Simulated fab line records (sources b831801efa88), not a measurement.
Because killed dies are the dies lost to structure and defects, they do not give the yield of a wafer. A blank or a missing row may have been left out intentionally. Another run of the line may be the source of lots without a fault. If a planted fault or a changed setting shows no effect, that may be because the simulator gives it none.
Chamber matching :: flow gf180mcu :: GF_V4_CMP_04 on cmp-02: 4 sister chambers
The step polishes SiO2. 16 wafers are shown with their chamber, then 8 later ones without.

## WAFERS, EACH WITH ITS CHAMBER
wafer: L699.3
chamber: 2
motor-current-A (A): 12.3
time-to-endpoint-s (s): 84
slurry-filter-dp-kPa (kPa): 13.55

wafer: L699.5
chamber: 0
motor-current-A (A): 11.9
time-to-endpoint-s (s): 88
slurry-filter-dp-kPa (kPa): 13.47

wafer: L699.6
chamber: 3
motor-current-A (A): 13.6
time-to-endpoint-s (s): 82
slurry-filter-dp-kPa (kPa): 13.52

wafer: L704.1
chamber: 3
motor-current-A (A): 14.1
time-to-endpoint-s (s): 79
slurry-filter-dp-kPa (kPa): 13.49

wafer: L704.2
chamber: 2
motor-current-A (A): 12.2
time-to-endpoint-s (s): 78
slurry-filter-dp-kPa (kPa): 13.53

wafer: L704.3
chamber: 1
motor-current-A (A): 10.7
time-to-endpoint-s (s): 78
slurry-filter-dp-kPa (kPa): 13.42

wafer: L706.2
chamber: 1
motor-current-A (A): 10.9
time-to-endpoint-s (s): 82
slurry-filter-dp-kPa (kPa): 13.53

wafer: L706.3
chamber: 0
motor-current-A (A): 12.2
time-to-endpoint-s (s): 83
slurry-filter-dp-kPa (kPa): 13.82

wafer: L706.6
chamber: 2
motor-current-A (A): 12.3
time-to-endpoint-s (s): 85
slurry-filter-dp-kPa (kPa): 13.61

wafer: L714.1
chamber: 0
motor-current-A (A): 11.3
time-to-endpoint-s (s): 75
slurry-filter-dp-kPa (kPa): 13.13

wafer: L714.4
chamber: 1
motor-current-A (A): 9.9
time-to-endpoint-s (s): 78
slurry-filter-dp-kPa (kPa): 13.48

wafer: L714.5
chamber: 3
motor-current-A (A): 13.5
time-to-endpoint-s (s): 75
slurry-filter-dp-kPa (kPa): 13.58

wafer: L715.1
chamber: 3
motor-current-A (A): 14.7
time-to-endpoint-s (s): 76
slurry-filter-dp-kPa (kPa): 13.48

wafer: L715.2
chamber: 2
motor-current-A (A): 12.3
time-to-endpoint-s (s): 76
slurry-filter-dp-kPa (kPa): 13.43

wafer: L715.3
chamber: 0
motor-current-A (A): 11.6
time-to-endpoint-s (s): 83
slurry-filter-dp-kPa (kPa): 13.36

wafer: L717.1
chamber: 1
motor-current-A (A): 10.1
time-to-endpoint-s (s): 82
slurry-filter-dp-kPa (kPa): 13.65

SIGNATURES, as means of the wafers listed above
reading: motor-current-A
chamber 0: 11.750
chamber 1: 10.400
chamber 2: 12.275
chamber 3: 13.975
scatter within a chamber: 0.413

reading: time-to-endpoint-s
chamber 0: 82.25
chamber 1: 80.00
chamber 2: 80.75
chamber 3: 78.00
scatter within a chamber: 3.99

reading: slurry-filter-dp-kPa
chamber 0: 13.4450
chamber 1: 13.5200
chamber 2: 13.5300
chamber 3: 13.5175
scatter within a chamber: 0.158
Rule: distance of a wafer from a chamber = root of the sum over the readings of ((wafer's reading minus chamber's mean) / reading's scatter) squared. The wafer belongs to the nearest chamber; if the next one is less than 2 further off, it can't be placed. How the scatter is found: for the shown wafers, subtract from each reading the mean of its chamber, square and add these, divide the total by (wafers less chambers), then take the root.

## WAFERS WITHOUT THEIR CHAMBER
wafer: L717.2
motor-current-A (A): 11.9
time-to-endpoint-s (s): 85
slurry-filter-dp-kPa (kPa): 13.43

wafer: L717.6
motor-current-A (A): 12.3
time-to-endpoint-s (s): 85
slurry-filter-dp-kPa (kPa): 13.43

wafer: L719.1
motor-current-A (A): 12.8
time-to-endpoint-s (s): 82
slurry-filter-dp-kPa (kPa): 13.53

wafer: L719.2
motor-current-A (A): 10.8
time-to-endpoint-s (s): 80
slurry-filter-dp-kPa (kPa): 13.62

wafer: L719.3
motor-current-A (A): 12.2
time-to-endpoint-s (s): 87
slurry-filter-dp-kPa (kPa): 13.46

wafer: L720.1
motor-current-A (A): 11.8
time-to-endpoint-s (s): 86
slurry-filter-dp-kPa (kPa): 13.36

wafer: L720.2
motor-current-A (A): 14.8
time-to-endpoint-s (s): 85
slurry-filter-dp-kPa (kPa): 13.62

wafer: L720.4
motor-current-A (A): 10.4
time-to-endpoint-s (s): 89
slurry-filter-dp-kPa (kPa): 13.70

## CHAMBER TAKEN BY EACH
wafer: L717.2
from the rows above: can't be placed: 0 or 2
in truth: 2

wafer: L717.6
from the rows above: can't be placed: 2 or 0
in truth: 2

wafer: L719.1
from the rows above: can't be placed: 2 or 0 or 3
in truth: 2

wafer: L719.2
from the rows above: can't be placed: 1 or 0
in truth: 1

wafer: L719.3
from the rows above: can't be placed: 0 or 2
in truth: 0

wafer: L720.1
from the rows above: can't be placed: 0 or 2
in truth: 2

wafer: L720.2
from the rows above: 3
in truth: 3

wafer: L720.4
from the rows above: can't be placed: 1 or 0
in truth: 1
Placed correctly: 1 of 8. These rows do not allow placing 7 (true chamber among the candidates in 7). Placed wrongly: 0.
